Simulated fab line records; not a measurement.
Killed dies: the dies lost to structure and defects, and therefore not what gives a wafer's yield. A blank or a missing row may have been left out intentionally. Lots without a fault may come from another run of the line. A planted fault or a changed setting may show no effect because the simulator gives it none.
The tool behind it: which one?    flow sky130    11 lots, 33 wafers sampled, at 5 steps of a route of 708

== WHAT THE GAUGES SHOWED, per wafer ==
SKY_SONOS_TUNNEL_CD_MEAS_07: target cd 410 nm. Usual: cd-nm reads 410.4 nm (standard deviation 2.4).
lot   measured      on         cd-nm (nm)         flag
L431  day 11 19:25  cd-sem-02  408.4 405.0 404.9  
L432  day 12 03:59  cd-sem-02  410.8 410.5 409.5  
L433  day 12 07:38  cd-sem-01  409.4 411.9 410.4  
L434  day 12 14:34  cd-sem-02  412.8 410.8 412.5  
L435  day 12 23:46  cd-sem-01  411.3 411.0 409.0  
L436  day 13 04:34  cd-sem-01  411.9 413.3 412.7  
L438  day 14 03:35  cd-sem-02  410.6 410.2 410.6  
L440  day 14 12:28  cd-sem-02  411.4 413.7 410.9  
L443  day 15 15:05  cd-sem-02  409.5 407.7 410.3  
L446  day 16 11:38  cd-sem-01  410.0 407.2 408.6  
L447  day 16 21:28  cd-sem-02  412.2 412.1 410.3  

SKY_SONOS_ONO_THK_MEAS_03. Usual: for SONOS_ONO_CVD_02_THK the level is 10.52 nm and the standard deviation is 0.12.
lot   measured      on             SONOS_ONO_CVD_02_THK (nm)  flag
L431  day 11 23:11  film-metro-01  10.79 10.61 10.58          
L432  day 12 08:47  film-metro-01  10.83 10.69 10.72          
L433  day 12 11:38  film-metro-01  10.31 10.43 10.42          
L434  day 12 19:30  film-metro-02  10.66 10.52 10.69          
L435  day 13 04:44  film-metro-02  10.43 10.63 10.62          
L436  day 13 07:58  film-metro-02  10.58 10.41 10.52          
L438  day 14 09:58  film-metro-01  10.53 10.56 10.55          
L440  day 14 17:46  film-metro-03  10.46 10.47 10.43          
L443  day 15 20:55  film-metro-01  10.35 10.36 10.36          
L446  day 16 16:17  film-metro-03  10.44 10.61 10.52          
L447  day 17 02:48  film-metro-03  10.56 10.47 10.37          

SKY_GATE_OXIDE_OVL_MEAS_10. Usual: for GATE_OXIDE_OVL the level is 0.2 nm and the standard deviation is 1.4.
lot   measured      on          GATE_OXIDE_OVL (nm)  flag
L431  day 14 03:52  overlay-02  1.6 1.4 4.1          
L432  day 14 14:16  overlay-01  1.9 0.3 1.1          
L433  day 14 16:35  overlay-01  -2.4 -2.0 -5.1       
L434  day 15 02:31  overlay-01  -0.5 0.1 0.1         
L435  day 15 12:46  overlay-01  -1.0 -0.1 0.2        
L436  day 15 16:55  overlay-01  -2.3 -1.2 -0.7       
L438  day 16 21:56  overlay-01  -1.4 0.8 0.0         
L440  day 17 05:29  overlay-01  -0.7 -1.8 -0.5       
L443  day 18 11:07  overlay-01  3.7 1.7 1.8          
L446  day 19 07:43  overlay-02  -0.2 1.6 -0.1        
L447  day 19 16:41  overlay-01  -0.5 0.7 -0.5        

SKY_POLY_GATE_THK_MEAS_01. Usual: for POLY_GATE_CVD_00_THK the level is 179.8 nm and the standard deviation is 1.5.
lot   measured      on             POLY_GATE_CVD_00_THK (nm)  flag
L431  day 14 09:09  film-metro-04  179.1 178.2 178.3          
L432  day 14 19:01  film-metro-04  179.5 177.1 179.9          
L433  day 14 21:52  film-metro-04  177.6 177.8 177.3          
L434  day 15 06:04  film-metro-04  182.0 181.2 180.3          
L435  day 15 16:43  film-metro-04  181.8 181.9 180.8          
L436  day 15 21:16  film-metro-02  179.7 180.0 178.8          
L438  day 17 01:56  film-metro-01  180.9 180.3 180.5          
L440  day 17 12:23  film-metro-02  182.7 181.1 181.2          
L443  day 18 14:22  film-metro-02  178.7 178.5 179.8          
L446  day 19 11:03  film-metro-04  138.8 138.9 139.6          OFF
L447  day 19 20:31  film-metro-01  142.7 143.2 143.2          OFF

== WHICH TOOL RAN EACH LOT (tool, then ch and the chambers of the sampled wafers, then the start) ==
lot   SKY_POLY_GATE_CVD_00
L431  lpcvd-01 ch 1, day 14 07:57
L432  lpcvd-01 ch 0, day 14 17:48
L433  lpcvd-01 ch 0, day 14 20:38
L434  lpcvd-01 ch 1, day 15 04:52
L435  lpcvd-01 ch 1, day 15 15:31
L436  lpcvd-01 ch 0, day 15 20:04
L438  lpcvd-01 ch 1, day 17 00:43
L440  lpcvd-01 ch 0, day 17 11:10
L443  lpcvd-01 ch 1, day 18 13:09
L446  lpcvd-01 ch 0, day 19 09:50
L447  lpcvd-01 ch 1, day 19 18:42
- SKY_POLY_GATE_CVD_00: deposits poly-Si, target thk 180 nm, time 720 s.

== WHAT THE TOOLS THEMSELVES READ (means of the sampled wafers that have a number; where no wafer has one, the mark that the record gives instead) ==
SKY_POLY_GATE_CVD_00. Usual: spike-tc-centre-C reads 620.7 C (standard deviation 1).
lot   tool      spike-tc-centre-C (C)  flag
L431  lpcvd-01  620.8                  
L432  lpcvd-01  619.9                  
L433  lpcvd-01  620.1                  
L434  lpcvd-01  619.8                  
L435  lpcvd-01  620.4                  
L436  lpcvd-01  620.1                  
L438  lpcvd-01  621.1                  
L440  lpcvd-01  621.0                  
L443  lpcvd-01  620.5                  
L446  lpcvd-01  620.3                  
L447  lpcvd-01  620.4                  

== THE ANSWER, worked out from the rows above alone ==
Rule: lot off if the mean of its wafers having a number is beyond 3 standard deviations from the usual mean. A lot without any number at a reading at which 4 lots or more have one is off too. All remaining lots with rows at the step are treated as sound. The gauges are gone through in route order, then the tools' own readings, and for those a lot's mean is taken as printed above. At the first step where some lot is off, the reading lying furthest off is the one used; lots without a number count as furthest.
Off: L446, L447, seen at SKY_POLY_GATE_THK_MEAS_01 (POLY_GATE_CVD_00_THK).
If a tool, at a process step before that reading, ran all the lots that are off and no sound lot after the first of them, it fits. Gauges at SKY_POLY_GATE_THK_MEAS_01: tried the same way as those tools. One fits: lpcvd-01 at SKY_POLY_GATE_CVD_00. A fault onset in the window from L443 (day 18 13:09, its last sound lot) to L446 (day 19 09:50, its first lot off) fits.

== WHAT THE SIMULATOR HAD INSERTED ==
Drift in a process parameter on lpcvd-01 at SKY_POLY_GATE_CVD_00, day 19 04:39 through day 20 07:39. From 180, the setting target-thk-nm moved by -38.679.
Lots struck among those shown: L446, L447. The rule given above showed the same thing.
